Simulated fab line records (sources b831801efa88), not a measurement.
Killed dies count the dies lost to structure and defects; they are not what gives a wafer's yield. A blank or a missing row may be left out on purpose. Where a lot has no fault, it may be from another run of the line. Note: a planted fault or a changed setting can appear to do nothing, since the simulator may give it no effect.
What tool caused it? -- flow gf180mcu -- Sampling: 11 lots, 33 wafers, 2 of 602 route steps

WHAT THE GAUGES SHOWED, per wafer
GF_V1_THK_MEAS_03.
lot,measured,on,V1_CVD_02_THK (nm)
L532,day 17 04:27,filmMetro-04,852 864 863
L535,day 18 21:04,filmMetro-02,820 833 836
L537,day 19 14:29,filmMetro-02,844 845 850
L539,day 20 08:02,filmMetro-04,834 853 862
L540,day 20 16:52,filmMetro-02,843 836 846
L542,day 21 06:37,filmMetro-02,801 808 811
L543,day 21 15:25,filmMetro-02,812 812 822
L551,day 24 07:05,filmMetro-04,851 849 856
L552,day 24 18:49,filmMetro-04,867 862 878
L553,day 25 00:34,filmMetro-04,854 859 859
L554,day 25 14:16,filmMetro-02,828 812 840

WHICH TOOL RAN EACH LOT (tool, then ch and the chambers of the sampled wafers, then the start)
lot,GF_V1_CVD_02
L532,"pecvd-01 ch 0,1, day 17 04:22"
L535,"pecvd-04 ch 0,1,2, day 18 20:59"
L537,"pecvd-01 ch 0,1,2, day 19 14:25"
L539,"pecvd-01 ch 0,2, day 20 07:56"
L540,"pecvd-01 ch 0,1,2, day 20 16:47"
L542,"pecvd-01 ch 0,1,2, day 21 06:33"
L543,"pecvd-01 ch 0,1,2, day 21 15:20"
L551,"pecvd-01 ch 0,1,2, day 24 06:59"
L552,"pecvd-04 ch 0,2, day 24 18:44"
L553,"pecvd-01 ch 0,2, day 25 00:30"
L554,"pecvd-04 ch 0,1,2, day 25 14:11"
- GF_V1_CVD_02: deposits SiO2 from TEOS, target thk 850 nm, time 94.851 s.

THE ANSWER, worked out from the rows above alone
Rule: what is usual is taken from the lots themselves. Put in order of their means at a reading, lots are off if they are a third of the lots or fewer, leave a main group of 4 or more, and stand apart from it by a gap of 3 or more times the standard deviation of the main group's means; of several such gaps the widest counts. A main group whose means are all the same, to the digits that the tables above print for the reading, isn't used. Also off: a lot with no number at a reading for which 4 or more lots have one. All remaining lots with rows at the step are treated as sound.
None of the lots is off at any reading shown; this tells nothing.

WHAT THE SIMULATOR PUT IN
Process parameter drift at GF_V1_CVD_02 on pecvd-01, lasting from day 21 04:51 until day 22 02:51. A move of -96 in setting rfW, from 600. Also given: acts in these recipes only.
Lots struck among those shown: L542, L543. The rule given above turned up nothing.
